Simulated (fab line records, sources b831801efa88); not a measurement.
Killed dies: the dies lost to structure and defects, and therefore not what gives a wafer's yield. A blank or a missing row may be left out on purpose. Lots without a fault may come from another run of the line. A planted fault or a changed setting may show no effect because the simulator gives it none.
A struck lot beside a sound one ; flow sky130 ; 15 steps out of a route of 708
Sound: these wafers, L516.3, L516.4, L516.6. The struck wafers were L521.1, L521.2, L521.5. Last of all comes the cause.
At each step with rows: each side's tool, then ch and its chambers, then its first start. Under that, the readings that differ: sound wafers ; struck wafers ; difference of the means ; sigmas: that difference in standard deviations of wafers without a fault.
alike: a reading whose means differ by less than 2 such deviations, as well as words and numbers matching on both sides. not compared: withheld readings; readings where some wafer has no value; bounds like >300 that might hide an equal value; numbers whose values overlap and for which the record gives no deviation.
A row with sigmas, a row that says differs or no value, or rows on one side alone: a step with any of these is where the two part. When numbers do not overlap yet have no deviation, they are printed without sigmas and do not part them. A reading missing from all wafers of one side parts the sides only when that side holds two or more wafers.

SKY_CONTACT_STRIP_19: strips in O2/N2.
  sound on plasma_asher-03 ch 0,1, day 32 08:29; struck on plasma_asher-04 ch 0,1, day 33 23:47
reading;sound;struck;difference;sigmas
strip_time_to_endpoint_s (s);3.58 3.58 3.57;3.65 3.68 3.65;+0.08;+2
  alike: drypump_motor_current_A, oes_product_au
  not compared: rf_hours_counter_h
then, 5 steps without rows for these wafers: SKY_CONTACT_STRIP_20 (strips in post etch residue remover, time 1200 s); SKY_CONTACT_CLEAN_21 (cleans in IPA, time 180 s); SKY_CONTACT_CLEAN_22 (cleans in O3/DIW); SKY_CONTACT_SPUTTER_23 (material TiN, target thk 20 nm, time 80 s); SKY_CONTACT_CVD_24 (deposits W, target thk 340 nm, time 102.12 s).
SKY_CONTACT_RS_MEAS_25: a four-point-probe measurement.
  sound: film_metro-02 at day 32 09:19; struck: film_metro-04 at day 34 00:33
  alike: CONTACT_W_RS
SKY_CONTACT_THK_MEAS_26: measures by xrf.
  sound: film_metro-02 at day 32 09:25; struck: film_metro-04 at day 34 00:40
  alike: CONTACT_W_THK
then, 1 step without rows for these wafers: SKY_CONTACT_CMP_27 (polishes, stops on SiO2, t overpolish 15 s, target thk 0 nm).
SKY_METAL1_SPUTTER_00: material Ti, target thk 15 nm, time 10 s.
  sound: pvd_sputter-01 at day 32 09:46; struck: pvd_sputter-01 at day 34 01:02
  alike: throttle_valve_pct
SKY_METAL1_SPUTTER_01: material TiN, target thk 20 nm, time 16.7 s.
  sound: pvd_sputter-01 at day 32 09:47; struck: pvd_sputter-01 at day 34 01:03
  alike: throttle_valve_pct
SKY_METAL1_SPUTTER_02: material AlCu, target thk 250 nm, time 13.3 s.
  sound: pvd_sputter-01 at day 32 09:49; struck: pvd_sputter-01 at day 34 01:05
  alike: throttle_valve_pct
SKY_METAL1_SPUTTER_03: material Ti, target thk 5 nm, time 3.3 s.
  sound: pvd_sputter-01 at day 32 09:50; struck: pvd_sputter-01 at day 34 01:06
reading;sound;struck;difference;sigmas
model.Ti_of_METAL1_SPUTTER_03.thk_nm (nm);5.12 4.971 4.988;5.804 5.711 5.599;+0.678;
  alike: throttle_valve_pct
SKY_METAL1_SPUTTER_04: material TiN, target thk 70 nm, time 58.3 s.
  sound: pvd_sputter-01 at day 32 09:51; struck: pvd_sputter-01 at day 34 01:07
  alike: throttle_valve_pct
SKY_PAD_OPEN_PROBE_99:
  the record holds rows for the sound wafers here (prober-02, day 46 13:49) but none for the struck ones

## WHERE THEY PART
Earliest at SKY_CONTACT_STRIP_19; latest, in this record, at SKY_PAD_OPEN_PROBE_99.

WHY: what had been put in by the simulator
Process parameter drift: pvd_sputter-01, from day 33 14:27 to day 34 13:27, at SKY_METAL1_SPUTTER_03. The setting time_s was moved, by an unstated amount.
